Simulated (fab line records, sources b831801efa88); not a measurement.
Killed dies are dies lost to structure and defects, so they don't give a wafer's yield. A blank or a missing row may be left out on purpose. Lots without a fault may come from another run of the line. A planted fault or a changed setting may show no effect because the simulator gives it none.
Which tool did it? | flow gf180mcu | 6 lots, 18 wafers sampled, at 2 steps of a route of 602

WHAT THE GAUGES READ, wafer by wafer
GF_VT_IMPLANT_OVL_MEAS_07.
lot  | measured     | on         | VT_IMPLANT_OVL (nm)
L166 | day 6 04:03  | overlay-02 | -0.4 0.9 -1.0
L169 | day 6 20:39  | overlay-02 | 2.2 -1.9 0.0
L171 | day 7 12:17  | overlay-01 | -0.5 -0.6 0.6
L174 | day 8 15:21  | overlay-02 | -1.0 0.4 -1.4
L180 | day 9 22:03  | overlay-01 | 1.3 -1.9 -3.5
L184 | day 10 18:38 | overlay-02 | 0.4 0.7 -0.2

WHICH TOOL RAN EACH LOT (tool, then ch and the chambers of the sampled wafers, then the start)
lot  | GF_VT_IMPLANT_EXPOSE_04
L166 | iline_stepper-02 ch 0, day 5 20:48
L169 | iline_stepper-01 ch 0, day 6 13:37
L171 | iline_stepper-02 ch 0, day 7 04:36
L174 | iline_stepper-02 ch 0, day 8 07:37
L180 | iline_stepper-01 ch 0, day 9 13:34
L184 | iline_stepper-01 ch 0, day 10 10:17
- GF_VT_IMPLANT_EXPOSE_04: exposes mask LVPWELL LV AREA, target cd 600 nm.

THE ANSWER, worked out from the rows above alone
Rule: what is usual is taken from the lots themselves. Put in order of their means at a reading, lots are off if they are a third of the lots or fewer, leave a main group of 4 or more, and stand apart from it by a gap of 3 or more times the standard deviation of the main group's means; of several such gaps the widest counts. A main group whose means are all the same, to the digits that the tables above print for the reading, isn't used. A lot without any number at a reading at which 4 lots or more have one is off too. The other lots that the step has rows for count as sound.
No lot is off at any reading shown: from this, nothing can be told.

WHAT THE SIMULATOR HAD PUT IN
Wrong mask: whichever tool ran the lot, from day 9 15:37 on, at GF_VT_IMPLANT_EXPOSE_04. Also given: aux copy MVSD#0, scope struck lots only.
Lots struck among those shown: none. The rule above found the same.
